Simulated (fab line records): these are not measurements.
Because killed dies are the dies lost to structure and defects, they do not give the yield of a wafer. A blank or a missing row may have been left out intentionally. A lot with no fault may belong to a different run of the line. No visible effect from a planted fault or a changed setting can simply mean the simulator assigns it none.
fab line records + flow sky130
record:
- lots: 12
- wafers: 36
- lastDay: 50
route steps=708 shown RES_PROTECT@215 POLY_GATE@232 LDD_N@244 LDD_HVP@286
lots with no fault: from the same line, run without faults
startH: the number of hours between the record's first day and the start of the first shown wafer of the lot + waitH: hours since the lot's step before + " as in the row above + L1.1+2: a single row standing in for several wafers + - no value present, or no start provided + * or withheld: withheld + < > ~ a bound
route shown NAME@n: NAME is a module with steps in the file, n the number in the route of the first one + usual: the fault-free wafers' mean and standard deviation + same: alike in all rows + chamber/n: place in a boat + sites: per-site readings + _std_site: the values' standard deviation + _edge_site: inner sites' mean taken away from outer sites' mean + radiusMm: for every site, how far away it sits from the centre of the wafer + mask NAME#n: copy n + behind: the most recent tool/chamber to have shaped the wafer + hold: the reason the lot was held/the length of the hold in hours/how it ended + device: the n, p or np transistor that did not switch + end of line: the same wafers' tests at the end of the route + where a step has no rows: the recipe by itself + killed: at the first sort, the dies lost to defects and structure; wafer yield is something else + map: per-die view of a wafer (x killed, . not killed, _ where there is no die)
set.NAME: setting as actually run; set.NAME@STEP: the setting as run at that earlier step + model.NAME: the simulator's own value behind a step, which no gauge read
route steps across a sampled set of lots; one table per step, one row per wafer
services: when a tool's chamber went out of use (startH, in hours from the record's first day, below 0 if earlier), for how many hours, and the reason
== steps ==
step: SKY_RES_PROTECT_TW_MEAS_08
usual:
- POLY_GATE_TW: 3988/38
| lot.wafer | tool         | chamber | startH | waitH | POLY_GATE_TW |
|-----------|--------------|---------|--------|-------|--------------|
| L312.2    | filmMetro-03 | -       | 343.79 | 0.1   | 3943         |
| L312.4    | "            | -       | "      | "     | 3953         |
| L312.5    | "            | -       | "      | "     | 3956         |
| L313.2    | filmMetro-01 | -       | 350.41 | 0.1   | 4024         |
| L313.5    | "            | -       | "      | "     | 4009         |
| L313.6    | "            | -       | "      | "     | 4027         |
| L315.2    | filmMetro-01 | -       | 369.41 | 0.1   | 4067         |
| L315.3    | "            | -       | "      | "     | 4059         |
| L315.6    | "            | -       | "      | "     | 4054         |
| L317.3    | filmMetro-03 | -       | 399.42 | 0.1   | 3966         |
| L317.4    | "            | -       | "      | "     | 3966         |
| L317.5    | "            | -       | "      | "     | 3939         |
| L318.1    | filmMetro-01 | -       | 399.70 | 0.1   | 3986         |
| L318.2    | "            | -       | "      | "     | 3997         |
| L318.5    | "            | -       | "      | "     | 4012         |
| L319.2    | filmMetro-03 | -       | 408.11 | 0.1   | 3966         |
| L319.3    | "            | -       | "      | "     | 3967         |
| L319.6    | "            | -       | "      | "     | 3971         |
| L323.2    | filmMetro-03 | -       | 439.49 | 0.1   | 3955         |
| L323.3    | "            | -       | "      | "     | 3943         |
| L323.6    | "            | -       | "      | "     | 3932         |
| L329.1    | filmMetro-03 | -       | 483.25 | 0.1   | 3978         |
| L329.4    | "            | -       | "      | "     | 3937         |
| L329.5    | "            | -       | "      | "     | 3973         |
| L330.1    | filmMetro-03 | -       | 497.95 | 0.1   | 3952         |
| L330.5    | "            | -       | "      | "     | 3958         |
| L330.6    | "            | -       | "      | "     | 3964         |
| L332.2    | filmMetro-02 | -       | 511.39 | 0.1   | 4010         |
| L332.5    | "            | -       | "      | "     | 4016         |
| L332.6    | "            | -       | "      | "     | 4001         |
| L333.2    | filmMetro-03 | -       | 526.06 | 0.1   | 3997         |
| L333.3    | "            | -       | "      | "     | 3981         |
| L333.6    | "            | -       | "      | "     | 3987         |
| L335.1    | filmMetro-03 | -       | 538.54 | 0.1   | 3936         |
| L335.3    | "            | -       | "      | "     | 3935         |
| L335.4    | "            | -       | "      | "     | 3932         |
step: SKY_POLY_GATE_STRIP_18
recipe:
- chemistry: O2/N2
- powerW: 1400
- pressureMtorr: 1500
- platenTempC: withheld
- o2FlowSccm: 3000
- n2FlowSccm: 300
- overashFraction: 0.5
usual:
- chamberPressureMTorr: 1499.9/1.4
- drypumpMotorCurrentA: 5.6/0.42
- o2FlowSccm: 3000/9.4
- oesProductAu: 0.361/0.0047
- stripTimeToEndpointS: 3.16/0.045
same:
- overashFraction: 0.5
| lot.wafer | tool           | chamber | startH | waitH | chamberPressureMTorr | drypumpMotorCurrentA | o2FlowSccm | oesProductAu | rfHoursCounterH | stripTimeToEndpointS |
|-----------|----------------|---------|--------|-------|----------------------|----------------------|------------|--------------|-----------------|----------------------|
| L312.2    | plasmaAsher-01 | 1       | 376.59 | 0.0   | 1499.1               | 5.4                  | 3009       | 0.356        | 26              | 3.09                 |
| L312.4    | "              | 0       | "      | "     | 1496.9               | 5.9                  | 3009       | 0.353        | -               | 3.13                 |
| L312.5    | "              | 0       | "      | "     | 1498.0               | 5.9                  | 3001       | 0.361        | -               | 3.16                 |
| L313.2    | plasmaAsher-02 | 1       | 380.84 | 0.0   | 1501.2               | 5.1                  | 2992       | 0.357        | 69              | 3.14                 |
| L313.5    | "              | 1       | "      | "     | 1500.0               | 5.1                  | 2987       | 0.365        | -               | 3.13                 |
| L313.6    | "              | 0       | "      | "     | 1497.0               | 5.2                  | 3020       | 0.370        | -               | 3.20                 |
| L315.2    | plasmaAsher-03 | 0       | 401.27 | 0.0   | 1498.7               | 6.1                  | 3005       | 0.370        | 61              | 3.17                 |
| L315.3    | "              | 1       | "      | "     | 1503.4               | 6.0                  | 2991       | 0.367        | -               | 3.16                 |
| L315.6    | "              | 1       | "      | "     | 1499.8               | 6.0                  | 2989       | 0.362        | -               | 3.18                 |
| L317.3    | plasmaAsher-01 | 1       | 432.97 | 0.1   | 1499.8               | 5.4                  | 3008       | 0.369        | -               | 3.25                 |
| L317.4    | "              | 0       | "      | "     | 1499.7               | 5.9                  | 3013       | 0.363        | -               | 3.23                 |
| L317.5    | "              | 0       | "      | "     | 1498.7               | 5.9                  | 3005       | 0.362        | -               | 3.21                 |
| L318.1    | plasmaAsher-03 | 0       | 433.04 | 0.0   | 1502.9               | 6.1                  | 3005       | 0.358        | 65              | 3.14                 |
| L318.2    | "              | 1       | "      | "     | 1499.2               | 6.0                  | 2993       | 0.367        | 65              | 3.13                 |
| L318.5    | "              | 0       | "      | "     | 1501.3               | 6.2                  | 3013       | 0.358        | -               | 3.06                 |
| L319.2    | plasmaAsher-03 | 1       | 443.14 | 0.0   | 1496.7               | 6.0                  | 3004       | 0.366        | 66              | 3.16                 |
| L319.3    | "              | 0       | "      | "     | 1497.7               | 6.1                  | 3001       | 0.361        | -               | 3.15                 |
| L319.6    | "              | 1       | "      | "     | 1497.1               | 6.0                  | 3013       | 0.363        | -               | 3.12                 |
| L323.2    | plasmaAsher-03 | 1       | 472.47 | 0.0   | 1499.4               | 5.9                  | 2994       | 0.358        | 69              | 3.23                 |
| L323.3    | "              | 0       | "      | "     | 1500.1               | 6.1                  | 3018       | 0.360        | -               | 3.24                 |
| L323.6    | "              | 0       | "      | "     | 1500.9               | 6.1                  | 3003       | 0.366        | -               | 3.17                 |
| L329.1    | plasmaAsher-02 | 1       | 515.72 | 0.0   | 1500.5               | 5.1                  | 2995       | 0.355        | 8               | 3.09                 |
| L329.4    | "              | 0       | "      | "     | 1498.4               | 5.2                  | 3005       | 0.353        | -               | 3.16                 |
| L329.5    | "              | 0       | "      | "     | 1499.7               | 5.2                  | 3010       | 0.360        | -               | 3.11                 |
| L330.1    | plasmaAsher-03 | 0       | 531.04 | 0.0   | 1500.0               | 6.1                  | 3011       | 0.364        | 74              | 3.20                 |
| L330.5    | "              | 1       | "      | "     | 1501.6               | 6.0                  | 3003       | 0.354        | -               | 3.20                 |
| L330.6    | "              | 0       | "      | "     | 1502.5               | 6.1                  | 3000       | 0.359        | -               | 3.22                 |
| L332.2    | plasmaAsher-02 | 0       | 544.77 | 0.0   | 1498.2               | 5.2                  | 3007       | 0.375        | 11              | 3.14                 |
| L332.5    | "              | 0       | "      | "     | 1499.0               | 5.2                  | 3001       | 0.362        | -               | 3.27                 |
| L332.6    | "              | 1       | "      | "     | 1501.3               | 5.1                  | 2999       | 0.368        | -               | 3.22                 |
| L333.2    | plasmaAsher-02 | 1       | 557.29 | 0.0   | 1499.6               | 5.1                  | 3025       | 0.355        | 12              | 3.14                 |
| L333.3    | "              | 0       | "      | "     | 1496.6               | 5.2                  | 2994       | 0.348        | -               | 3.19                 |
| L333.6    | "              | 1       | "      | "     | 1499.6               | 5.1                  | 3010       | 0.364        | -               | 3.17                 |
| L335.1    | plasmaAsher-03 | 0       | 570.49 | 0.0   | 1498.0               | 6.1                  | 3023       | 0.357        | 78              | 3.11                 |
| L335.3    | "              | 1       | "      | "     | 1502.0               | 6.0                  | 3005       | 0.361        | -               | 3.12                 |
| L335.4    | "              | 0       | "      | "     | 1498.5               | 6.1                  | 3023       | 0.366        | -               | 3.18                 |
step: SKY_LDD_N_OVL_MEAS_07
usual:
- LDD_N_OVL: 1.0/1.3
| lot.wafer | tool       | chamber | startH | waitH | LDD_N_OVL[nm] |
|-----------|------------|---------|--------|-------|---------------|
| L312.2    | overlay-02 | -       | 409.10 | 0.1   | -0.5          |
| L312.4    | "          | -       | "      | "     | 0.7           |
| L312.5    | "          | -       | "      | "     | 1.9           |
| L313.2    | overlay-01 | -       | 412.75 | 0.1   | 3.0           |
| L313.5    | "          | -       | "      | "     | 2.4           |
| L313.6    | "          | -       | "      | "     | 2.9           |
| L315.2    | overlay-01 | -       | 434.50 | 0.1   | -0.6          |
| L315.3    | "          | -       | "      | "     | 1.0           |
| L315.6    | "          | -       | "      | "     | 0.2           |
| L317.3    | overlay-01 | -       | 465.76 | 0.1   | 1.4           |
| L317.4    | "          | -       | "      | "     | -0.2          |
| L317.5    | "          | -       | "      | "     | 0.4           |
| L318.1    | overlay-02 | -       | 466.94 | 0.1   | 4.2           |
| L318.2    | "          | -       | "      | "     | 2.0           |
| L318.5    | "          | -       | "      | "     | 3.5           |
| L319.2    | overlay-01 | -       | 475.75 | 0.1   | -0.1          |
| L319.3    | "          | -       | "      | "     | 0.9           |
| L319.6    | "          | -       | "      | "     | 1.0           |
| L323.2    | overlay-01 | -       | 504.75 | 0.1   | 1.4           |
| L323.3    | "          | -       | "      | "     | 1.3           |
| L323.6    | "          | -       | "      | "     | -0.2          |
| L329.1    | overlay-02 | -       | 546.95 | 0.1   | 1.0           |
| L329.4    | "          | -       | "      | "     | 0.6           |
| L329.5    | "          | -       | "      | "     | 2.1           |
| L330.1    | overlay-02 | -       | 562.29 | 0.1   | 1.5           |
| L330.5    | "          | -       | "      | "     | 3.0           |
| L330.6    | "          | -       | "      | "     | 2.4           |
| L332.2    | overlay-02 | -       | 576.90 | 0.1   | 0.1           |
| L332.5    | "          | -       | "      | "     | 0.1           |
| L332.6    | "          | -       | "      | "     | 0.5           |
| L333.2    | overlay-02 | -       | 588.55 | 0.1   | 2.9           |
| L333.3    | "          | -       | "      | "     | 2.4           |
| L333.6    | "          | -       | "      | "     | 0.9           |
| L335.1    | overlay-01 | -       | 601.24 | 0.1   | 0.3           |
| L335.3    | "          | -       | "      | "     | 0.3           |
| L335.4    | "          | -       | "      | "     | -0.7          |
step: SKY_LDD_HVP_IMPLANT_08
recipe:
- species: B
- energyKev: 20
- doseCm2: 1.7e+13
- tiltDeg: 17.9
usual:
- tiltDeg: 17.902/0.019
| lot.wafer | tool         | chamber | startH | waitH | tiltDeg |
|-----------|--------------|---------|--------|-------|---------|
| L312.2    | implanter-01 | 0       | 502.31 | 0.0   | 17.932  |
| L312.4    | "            | 0       | "      | "     | 17.881  |
| L312.5    | "            | 0       | "      | "     | 17.912  |
| L313.2    | implanter-01 | 0       | 506.09 | 0.0   | 17.918  |
| L313.5    | "            | 0       | "      | "     | 17.908  |
| L313.6    | "            | 0       | "      | "     | 17.909  |
| L315.2    | implanter-01 | 0       | 528.79 | 0.0   | 17.858  |
| L315.3    | "            | 0       | "      | "     | 17.876  |
| L315.6    | "            | 0       | "      | "     | 17.912  |
| L317.3    | implanter-01 | 0       | 558.83 | 0.1   | 17.898  |
| L317.4    | "            | 0       | "      | "     | 17.937  |
| L317.5    | "            | 0       | "      | "     | 17.914  |
| L318.1    | implanter-03 | 0       | 560.83 | 0.0   | 17.910  |
| L318.2    | "            | 0       | "      | "     | 17.925  |
| L318.5    | "            | 0       | "      | "     | 17.896  |
| L319.2    | implanter-01 | 0       | 568.51 | 0.0   | 17.924  |
| L319.3    | "            | 0       | "      | "     | 17.919  |
| L319.6    | "            | 0       | "      | "     | 17.908  |
| L323.2    | implanter-03 | 0       | 596.39 | 0.0   | 17.924  |
| L323.3    | "            | 0       | "      | "     | 17.940  |
| L323.6    | "            | 0       | "      | "     | 17.908  |
| L329.1    | implanter-03 | 0       | 637.78 | 0.0   | 0.014   |
| L329.4    | "            | 0       | "      | "     | 0.010   |
| L329.5    | "            | 0       | "      | "     | 0.008   |
| L330.1    | implanter-03 | 0       | 652.23 | 0.0   | 0.001   |
| L330.5    | "            | 0       | "      | "     | -0.040  |
| L330.6    | "            | 0       | "      | "     | -0.020  |
| L332.2    | implanter-01 | 0       | 665.71 | 0.0   | 17.907  |
| L332.5    | "            | 0       | "      | "     | 17.874  |
| L332.6    | "            | 0       | "      | "     | 17.922  |
| L333.2    | implanter-04 | 0       | 676.91 | 0.0   | 17.888  |
| L333.3    | "            | 0       | "      | "     | 17.900  |
| L333.6    | "            | 0       | "      | "     | 17.868  |
| L335.1    | implanter-04 | 0       | 690.07 | 0.0   | 17.921  |
| L335.3    | "            | 0       | "      | "     | 17.899  |
| L335.4    | "            | 0       | "      | "     | 17.936  |
step: SKY_LDD_HVP_TW_MEAS_10
usual:
- LDD_HVP_TW: 453/4.3
| lot.wafer | tool         | chamber | startH | waitH | LDD_HVP_TW |
|-----------|--------------|---------|--------|-------|------------|
| L312.2    | filmMetro-01 | -       | 502.54 | 0.1   | 456        |
| L312.4    | "            | -       | "      | "     | 456        |
| L312.5    | "            | -       | "      | "     | 456        |
| L313.2    | filmMetro-03 | -       | 506.33 | 0.1   | 448        |
| L313.5    | "            | -       | "      | "     | 449        |
| L313.6    | "            | -       | "      | "     | 453        |
| L315.2    | filmMetro-02 | -       | 529.03 | 0.1   | 458        |
| L315.3    | "            | -       | "      | "     | 457        |
| L315.6    | "            | -       | "      | "     | 458        |
| L317.3    | filmMetro-03 | -       | 559.05 | 0.1   | 445        |
| L317.4    | "            | -       | "      | "     | 447        |
| L317.5    | "            | -       | "      | "     | 445        |
| L318.1    | filmMetro-01 | -       | 561.08 | 0.1   | 454        |
| L318.2    | "            | -       | "      | "     | 452        |
| L318.5    | "            | -       | "      | "     | 456        |
| L319.2    | filmMetro-02 | -       | 568.74 | 0.1   | 455        |
| L319.3    | "            | -       | "      | "     | 457        |
| L319.6    | "            | -       | "      | "     | 456        |
| L323.2    | filmMetro-02 | -       | 596.63 | 0.1   | 458        |
| L323.3    | "            | -       | "      | "     | 455        |
| L323.6    | "            | -       | "      | "     | 458        |
| L329.1    | filmMetro-02 | -       | 638.03 | 0.1   | 409        |
| L329.4    | "            | -       | "      | "     | 408        |
| L329.5    | "            | -       | "      | "     | 409        |
| L330.1    | filmMetro-03 | -       | 652.48 | 0.1   | 402        |
| L330.5    | "            | -       | "      | "     | 402        |
| L330.6    | "            | -       | "      | "     | 403        |
| L332.2    | filmMetro-03 | -       | 665.94 | 0.1   | 447        |
| L332.5    | "            | -       | "      | "     | 446        |
| L332.6    | "            | -       | "      | "     | 447        |
| L333.2    | filmMetro-03 | -       | 677.14 | 0.1   | 450        |
| L333.3    | "            | -       | "      | "     | 449        |
| L333.6    | "            | -       | "      | "     | 449        |
| L335.1    | filmMetro-02 | -       | 690.32 | 0.1   | 456        |
| L335.3    | "            | -       | "      | "     | 458        |
| L335.4    | "            | -       | "      | "     | 455        |
== services ==
| tool           | chamber | startH | hours | kind      |
|----------------|---------|--------|-------|-----------|
| implanter-01   | -       | 365.73 | 77.2  | pm        |
| plasmaAsher-02 | -       | 384.96 | 13.3  | repair    |
| plasmaAsher-03 | -       | 397.36 | 1.1   | repair    |
| plasmaAsher-02 | -       | 421.25 | 9.0   | pm        |
| plasmaAsher-02 | 0       | 421.25 | 9.0   | ventCycle |
| plasmaAsher-02 | -       | 430.25 | 2.8   | pm        |
| implanter-03   | -       | 442.22 | 4.4   | repair    |
| implanter-01   | -       | 442.90 | 2.6   | pm        |
| implanter-01   | -       | 452.55 | 1.7   | repair    |
| implanter-04   | -       | 469.83 | 124.3 | pm        |
| implanter-03   | -       | 499.69 | 5.7   | repair    |
| plasmaAsher-03 | -       | 542.43 | 2.7   | repair    |
| implanter-03   | -       | 585.22 | 1.9   | repair    |
| plasmaAsher-03 | -       | 592.03 | 2.8   | pm        |
| plasmaAsher-03 | -       | 595.31 | 6.1   | repair    |
| implanter-04   | -       | 599.74 | 2.7   | repair    |
| plasmaAsher-02 | -       | 619.08 | 15.6  | pm        |
| implanter-04   | -       | 619.45 | 4.4   | repair    |
| implanter-01   | -       | 628.38 | 5.6   | repair    |
| implanter-04   | -       | 629.04 | 5.5   | pm        |
| implanter-01   | -       | 634.01 | 11.8  | pm        |
| implanter-04   | -       | 639.87 | 1.7   | repair    |
| implanter-04   | -       | 640.79 | 8.7   | repair    |
| implanter-04   | -       | 666.18 | 3.7   | repair    |
== key ==
firstSign:
- step: SKY_LDD_HVP_IMPLANT_08
- reading: tiltDeg
- direction: down
- sigmas: 99+
- usual: *
- struck: *
effect:
- step: SKY_LDD_HVP_TW_MEAS_10
- reading: LDD_HVP_TW
- direction: down
- sigmas: 11
- usual: 453
- struck: 406
metAt SKY_LDD_HVP_IMPLANT_08
struckLots L329,L330
testerLeftOut L329,L330
notActingAt SKY_RES_PROTECT_TW_MEAS_08,SKY_POLY_GATE_STRIP_18,SKY_LDD_N_OVL_MEAS_07
onsetBetween 596.39 637.78
fault:
- kind: processParameterDrift
- tool: implanter-03
- chamber: -
- onsetH: 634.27
- steps: SKY_LDD_HVP_IMPLANT_08
- channel: tiltDeg
- offset: *
- shape: step
- endH: 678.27
- actsIn: *
- stated: *
testerLeftOut: of these lots the tester's yield and bins aren't shown, on N5 and GAA mostly nor the transistor test; their killed dies are dies lost to structure and defects alone, not to doping, threshold or leakage, so they don't give the yield
